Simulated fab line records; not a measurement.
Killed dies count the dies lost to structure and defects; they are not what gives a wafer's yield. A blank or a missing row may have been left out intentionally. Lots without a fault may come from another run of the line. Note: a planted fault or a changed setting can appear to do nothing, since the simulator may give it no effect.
A struck lot beside a sound one ; flow sky130 ; 44 steps out of a route of 708
Sound: these wafers, L923.1, L923.3, L923.6. Wafers struck: L932.2, L932.3, L932.4. At the end, the cause is stated.
For every step that has rows: the tool of each side, followed by ch and its chambers, followed by its first start. Under that, the readings that differ: sound wafers ; struck wafers ; difference of the means ; sigmas: that difference in standard deviations of wafers without a fault.
alike: words and numbers the same on both sides, and readings whose means are apart by under 2 such deviations; not compared: readings that were withheld, readings missing a value for some wafer, numbers with overlapping values and no deviation given by the record, and bounds like >300 which may hide the same value.
Wherever a step has rows on one side only, a row that says differs or no value, or a row with sigmas, the two part there. Numbers that have no deviation but don't overlap get no sigmas and don't part them. A reading missing from all wafers of one side parts the sides only when that side holds two or more wafers.

first, 2 steps without rows for these wafers: SKY_DNWELL_DEVELOP_06 (develop time 60 s); SKY_DNWELL_IMPLANT_07.
SKY_DNWELL_STRIP_08: strips in O2/N2.
  sound on plasma asher-02 ch 0,1, day 3 07:13; struck on plasma asher-02 ch 0,1, day 5 07:10
  alike: drypump motor current A, oes product au, strip time to endpoint s
  not compared: rf hours counter h
SKY_DNWELL_TW_MEAS_09:
  sound on film metro-02 at day 3 07:19; struck on film metro-01 at day 5 07:17
reading;sound;struck;difference;sigmas
DNWELL_TW;1137 1141 1141;1108 1108 1109;-31;-2
then, 7 steps without rows for these wafers: SKY_PWDE_DEHYDRATE_00 (time 60 s); SKY_PWDE_HMDS_01 (prime time 60 s); SKY_PWDE_COAT_02 (resist thk 3000 nm); SKY_PWDE_SOFTBAKE_03; SKY_PWDE_EXPOSE_04 (exposes mask PWDEM, target cd 840 nm); SKY_PWDE_PEB_05; SKY_PWDE_DEVELOP_06 (develop time 60 s).
SKY_PWDE_OVL_MEAS_07:
  sound on overlay-02 at day 4 00:10; struck on overlay-01 at day 6 02:39
reading;sound;struck;difference;sigmas
PWDE_OVL (nm);3.2 3.3 3.3;-0.9 -0.4 0.3;-3.6;-3
SKY_PWDE_IMPLANT_08:
  sound on implanter-03 ch 0, day 4 00:11; struck on implanter-03 ch 0, day 6 02:42
reading;sound;struck;difference;sigmas
dose ions cm2;3.603e+12 3.603e+12 3.6e+12;3.73e+12 3.732e+12 3.729e+12;+1.28e+11;+29
SKY_PWDE_STRIP_09: strips in O2/N2.
  sound on plasma asher-01 ch 0,1, day 4 00:20; struck on plasma asher-01 ch 0,1, day 6 02:50
  alike: drypump motor current A, oes product au, strip time to endpoint s
  not compared: rf hours counter h
SKY_PWDE_TW_MEAS_10:
  sound on film metro-01 at day 4 00:26; struck on film metro-01 at day 6 02:56
  alike: PWDE_TW
then, 7 steps without rows for these wafers: SKY_NWELL_DEHYDRATE_03 (time 60 s); SKY_NWELL_HMDS_04 (prime time 60 s); SKY_NWELL_COAT_05 (resist thk 3000 nm); SKY_NWELL_SOFTBAKE_06; SKY_NWELL_EXPOSE_07 (exposes mask NWM, target cd 840 nm); SKY_NWELL_PEB_08; SKY_NWELL_DEVELOP_09 (develop time 60 s).
SKY_NWELL_OVL_MEAS_10:
  sound on overlay-02 at day 4 18:07; struck on overlay-01 at day 6 23:04
reading;sound;struck;difference;sigmas
NWELL_00_OVL (nm);3.5 2.4 3.3;1.1 1.0 -0.5;-2.5;-2
then, 3 steps without rows for these wafers: SKY_NWELL_IMPLANT_11; SKY_NWELL_IMPLANT_12; SKY_NWELL_IMPLANT_13.
SKY_NWELL_STRIP_14: strips in O2/N2.
  sound on plasma asher-04 ch 0, day 4 18:36; struck on plasma asher-04 ch 0,1, day 6 23:33
  alike: drypump motor current A, oes product au, strip time to endpoint s
  not compared: rf hours counter h
SKY_NWELL_TW_MEAS_15:
  sound on film metro-01 at day 4 18:42; struck on film metro-03 at day 6 23:40
  alike: NWELL_TW
then, 7 steps without rows for these wafers: SKY_NWELL_DEHYDRATE_16 (time 60 s); SKY_NWELL_HMDS_17 (prime time 60 s); SKY_NWELL_COAT_18 (resist thk 3000 nm); SKY_NWELL_SOFTBAKE_19; SKY_NWELL_EXPOSE_20 (exposes mask NWM COMPLEMENT, target cd 840 nm); SKY_NWELL_PEB_21; SKY_NWELL_DEVELOP_22 (develop time 60 s).
SKY_NWELL_OVL_MEAS_23:
  sound on overlay-01 at day 5 13:22; struck on overlay-02 at day 7 20:49
  alike: NWELL_01_OVL
after that, 1 step had no rows for these wafers: SKY_NWELL_IMPLANT_24.
SKY_NWELL_STRIP_25: strips in O2/N2.
  sound on plasma asher-01 ch 1, day 5 13:33; struck on plasma asher-02 ch 0,1, day 7 21:00
  alike: drypump motor current A, oes product au, strip time to endpoint s
  not compared: rf hours counter h
SKY_NWELL_TW_MEAS_26:
  sound on film metro-03 at day 5 13:39; struck on film metro-02 at day 7 21:07
  alike: NWELL_2_TW
then, 1 step without rows for these wafers: SKY_NWELL_CLEAN_27 (cleans in SC1/SC2, time 150 s).
SKY_NWELL_RTA_28: time 30 s.
  sound on rtp anneal-02 ch 0, day 5 13:46; struck on rtp anneal-02 ch 0, day 7 21:14
  alike: lamp power pct, ramp down c per s, wafer_temp_C_max
SKY_NWELL_RS_MEAS_29: measurement is done with a four-point probe.
  sound on film metro-02 at day 5 13:52; struck on film metro-03 at day 7 21:20
  alike: NWELL_RS
SKY_NWELL_RS_MEAS_31: measurement is done with a four-point probe.
  sound on film metro-02 at day 5 14:06; struck on film metro-03 at day 7 21:35
reading;sound;struck;difference;sigmas
PWDE_RS (ohm/sq);5269 5243 5253;5131 5133 5113;-129;-8
-- the record jumps here: 41 days lie between the struck wafers' starts before and after (it left off in module NWELL and takes up again in module PAD_OPEN, whose first step shown is number 708 of the route) --
SKY_PAD_OPEN_PROBE_99:
  sound on prober-01 at day 47 06:00; struck on prober-02 at day 49 04:29
reading;sound;struck;difference;sigmas
model.etest.res pwde under gate.rs ohm sq;6164 6142 6111;5991 5971 5957;-166;
  alike: killed_at_M0_to_M3, killed_at_M4_up, killed at contacts, killed at front end, killed at other, killed dies, killed open, killed short

## WHERE THEY PART
Earliest at SKY_DNWELL_TW_MEAS_09; latest, in this record, at SKY_NWELL_RS_MEAS_31. Later steps at which nothing parts them and some readings are alike: SKY_PAD_OPEN_PROBE_99.

WHY: the cause the simulator had injected
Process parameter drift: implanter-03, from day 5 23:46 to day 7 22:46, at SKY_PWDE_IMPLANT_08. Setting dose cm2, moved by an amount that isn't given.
